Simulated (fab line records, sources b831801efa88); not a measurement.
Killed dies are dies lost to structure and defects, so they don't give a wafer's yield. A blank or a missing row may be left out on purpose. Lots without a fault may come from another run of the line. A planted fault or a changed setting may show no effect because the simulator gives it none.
fab line records | flow sfq_line
record lots=13 wafers=39 last_day=94
route steps=325 shown I1@74
lots that met no fault: from a run of the same line without faults
start_h: hours from the record's first day to the start of the lot's first wafer shown | wait_h: hours since the lot's step before | " the same as in the row above | L1.1+2: a row that stands for several wafers | - no value, or no start given | * or withheld: withheld | < > ~ a bound
route shown NAME@n: a module of which the file shows steps, and the number in the route of the first | usual: mean/standard deviation of fault-free wafers | same: alike in all rows | chamber/n: place in a boat | sites: the reading at each site | _std_site: their standard deviation | _edge_site: outer sites' mean less inner sites' | radius_mm: how far each site lies from the wafer's centre | mask NAME#n: copy n | behind: the tool/chamber that last shaped the wafer | hold: why the lot was held/for how many hours/how that ended | device: the transistor (n, p or np) that didn't switch | end of line: the same wafers' tests at the end of the route | a step without rows: its recipe alone | killed: dies lost to structure and defects at the first sort, not the wafer's yield | map: a wafer's dies, x killed, . not, _ none there
set.NAME: the setting as run; set.NAME@STEP: as run at that earlier step | model.NAME: the simulator's own value behind a step, which no gauge read
steps of the route over a sample of lots; a table a step, a row a wafer
services: from which hour (start_h, from the record's first day; less than 0 if before it) a tool's chamber was out of use, for how many hours, and why
## steps
# step SFQ_TRILAYER_I1_CMP_CMP_046
# recipe material=SiO2 down_force_psi=3 platen_rpm=60 pad_velocity_m_s=0.94248
# usual motor_current_A=10.2/0.75 time_to_endpoint_s=207/11
# columns lot.wafer tool chamber start_h wait_h motor_current_A time_to_endpoint_s
L933.1 cmp-01 0 282.82 1.0 11.2 217
L933.5 " 2 283.82 2.0 10.2 217
L933.6 " 3 " " 9.4 215
L934.2 cmp-02 1 293.58 1.0 9.4 204
L934.1 " 2 " " 9.2 205
L934.6 " 0 295.08 2.5 11.1 192
L935.4 cmp-02 1 310.19 3.2 9.7 206
L935.3 " 2 " " 9.2 200
L935.6 " 3 " " 10.1 206
L936.1 cmp-01 0 321.97 0.6 11.0 218
L936.3 " 1 " " 9.4 213
L936.4 " 2 " " 9.9 210
L937.2 cmp-02 3 323.95 0.0 10.5 187
L937.4 " 0 " " 11.0 193
L937.5 " 0 326.45 2.5 10.8 198
L938.1 cmp-01 0 336.55 0.6 11.5 219
L938.3 " 1 " " 9.7 205
L938.2 " 3 338.05 2.1 9.3 206
L939.3 cmp-02 3 344.37 0.2 10.4 201
L939.4 " 1 345.37 1.2 9.9 197
L939.2 " 2 " " 9.3 203
L940.2 cmp-01 2 349.37 1.6 10.9 207
L940.3 " 3 " " 9.6 203
L940.5 " 3 351.87 4.1 9.2 210
L944.3 cmp-01 3 380.61 2.0 9.0 202
L944.4 " 0 " " 11.3 229
L944.2 " 1 " " 9.7 208
L945.2 cmp-01 3 387.11 2.5 9.5 193
L945.6 " 2 388.61 4.0 10.9 201
L945.5 " 3 " " 9.2 202
L948.2 cmp-02 1 411.51 2.9 9.5 201
L948.4 " 3 412.51 3.9 10.9 204
L948.5 " 0 " " 11.6 199
L950.4 cmp-01 3 420.72 4.9 9.2 219
L950.5 " 0 " " 11.1 183
L950.6 " 1 " " 9.7 220
L954.2 cmp-02 1 446.21 0.6 9.5 196
L954.4 " 3 447.21 1.6 10.3 210
L954.6 " 2 448.71 3.1 9.4 216
# step SFQ_TRILAYER_I1_METRO_MEASURE_047
# usual thk_nm=199.0/1.4
# columns lot.wafer tool chamber start_h wait_h thk_nm
L933.1 film_metro-02 - 284.94 0.1 199.2
L933.5 " - " " 199.5
L933.6 " - " " 198.9
L934.1 film_metro-03 - 296.20 0.1 199.7
L934.2 " - " " 198.4
L934.6 " - " " 197.6
L935.3 film_metro-03 - 312.71 0.5 199.5
L935.4 " - " " 196.8
L935.6 " - " " 198.3
L936.1 film_metro-02 - 325.09 0.1 200.8
L936.3 " - " " 199.1
L936.4 " - " " 199.0
L937.2 film_metro-03 - 327.27 0.3 198.3
L937.4 " - " " 197.3
L937.5 " - " " 197.3
L938.1 film_metro-02 - 339.67 0.1 200.6
L938.2 " - " " 199.4
L938.3 " - " " 198.2
L939.2 film_metro-02 - 347.69 0.3 198.5
L939.3 " - " " 197.9
L939.4 " - " " 197.9
L940.2 film_metro-01 - 352.69 0.3 200.2
L940.3 " - " " 201.5
L940.5 " - " " 201.1
L944.2 film_metro-01 - 383.93 0.3 199.2
L944.3 " - " " 198.5
L944.4 " - " " 200.4
L945.2 film_metro-03 - 389.93 0.3 199.7
L945.5 " - " " 200.3
L945.6 " - " " 200.0
L948.2 film_metro-01 - 414.33 0.3 199.1
L948.4 " - " " 199.8
L948.5 " - " " 198.3
L950.4 film_metro-02 - 422.94 0.6 199.9
L950.5 " - " " 251.3
L950.6 " - " " 198.9
L954.2 film_metro-03 - 449.53 0.3 200.0
L954.4 " - " " 199.0
L954.6 " - " " 199.5
# step SFQ_TRILAYER_I1_VIA_ETCH_VIA_ETCH_052
# recipe target=SiO2 stop_on=Nb mask_material=PR taper_deg=20 chemistry=CHF3 target_depth_nm=260 source_w=500 bias_w=80 pressure_mtorr=30 time_s=withheld
# usual drypump_motor_current_A=5.5/0.42 oes_product_au=0.852/0.0057
# columns lot.wafer tool chamber start_h wait_h drypump_motor_current_A oes_product_au
L933.1 rie_diel-04 2 392.01 0.0 5.5 0.845
L933.5 " 3 " " 6.3 0.852
L933.6 " 2 " " 5.5 0.857
L934.1 rie_diel-01 1 402.81 0.0 5.2 0.849
L934.2 " 3 " " 5.6 0.852
L934.6 " 3 " " 5.6 0.844
L935.3 rie_diel-04 0 420.81 0.0 5.0 0.849
L935.4 " 1 " " 5.6 0.850
L935.6 " 0 " " 5.0 0.857
L936.1 rie_diel-01 3 435.01 0.0 5.7 0.855
L936.3 " 2 " " 4.8 0.867
L936.4 " 0 " " 5.4 0.858
L937.2 rie_diel-01 2 438.61 0.0 4.8 0.852
L937.4 " 0 " " 5.4 0.857
L937.5 " 2 " " 4.8 0.849
L938.1 rie_diel-02 3 451.81 0.0 5.9 0.845
L938.2 " 2 " " 5.8 0.847
L938.3 " 1 " " 6.1 0.849
L939.2 rie_diel-02 3 461.41 0.0 5.9 0.847
L939.3 " 1 " " 6.1 0.851
L939.4 " 1 " " 6.1 0.846
L940.2 rie_diel-01 2 468.61 0.0 4.8 0.861
L940.3 " 0 " " 5.4 0.866
L940.5 " 3 " " 5.7 0.851
L944.2 rie_diel-02 3 502.21 0.0 5.9 0.853
L944.3 " 1 " " 6.1 0.852
L944.4 " 2 " " 5.9 0.858
L945.2 rie_diel-01 2 507.01 0.0 4.8 0.849
L945.5 " 0 " " 5.4 0.853
L945.6 " 1 " " 5.2 0.851
L948.2 rie_diel-01 1 537.57 0.0 5.2 0.847
L948.4 " 0 " " 5.4 0.851
L948.5 " 1 " " 5.2 0.851
L950.4 rie_diel-02 3 550.77 0.0 5.9 0.854
L950.5 " 1 " " 6.1 0.969
L950.6 " 2 " " 5.8 0.855
L954.2 rie_diel-02 2 578.50 0.0 5.8 0.853
L954.4 " 3 " " 5.9 0.843
L954.6 " 2 " " 5.8 0.858
## services
# columns tool chamber start_h hours kind
rie_diel-02 0 269.45 7.8 repair
cmp-02 - 307.54 1.6 repair
film_metro-03 - 338.28 2.6 pm
rie_diel-02 2 338.96 1.8 repair
cmp-02 - 342.64 0.8 repair
rie_diel-01 1 343.67 5.3 repair
rie_diel-01 - 352.73 28.1 pm
film_metro-03 - 403.33 0.5 pm
rie_diel-01 - 403.54 0.4 repair
cmp-01 - 409.22 4.0 pm
film_metro-02 - 426.81 0.9 pm
film_metro-02 - 436.53 0.7 pm
rie_diel-02 2 440.97 2.2 repair
rie_diel-01 - 460.58 0.7 repair
cmp-02 - 472.02 0.9 repair
cmp-02 - 484.76 0.8 repair
cmp-01 - 510.67 11.8 pm
rie_diel-01 - 518.27 4.3 pm
cmp-02 - 522.94 4.5 pm
cmp-01 - 532.54 0.8 repair
cmp-02 - 533.43 7.7 pm
cmp-02 - 570.50 4.9 repair
cmp-02 - 575.44 4.0 pm
rie_diel-01 3 578.06 5.4 repair
## key
first_sign step=SFQ_TRILAYER_I1_METRO_MEASURE_047 reading=thk_nm direction=up sigmas=37 usual=199.0 struck=251.3
effect step=SFQ_TRILAYER_I1_VIA_ETCH_VIA_ETCH_052 reading=oes_product_au direction=up sigmas=21 usual=0.852 struck=0.969
met_at SFQ_TRILAYER_I1_CMP_CMP_046
struck_lots L950
struck_wafers L950.5
onset_between 380.61 420.72
fault kind=process_parameter_drift tool=cmp-01 chamber=0 onset_h=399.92 steps=SFQ_TRILAYER_I1_CMP_CMP_046 channel=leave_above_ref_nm offset=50 shape=step end_h=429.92 acts_in=these_recipes_only stated=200
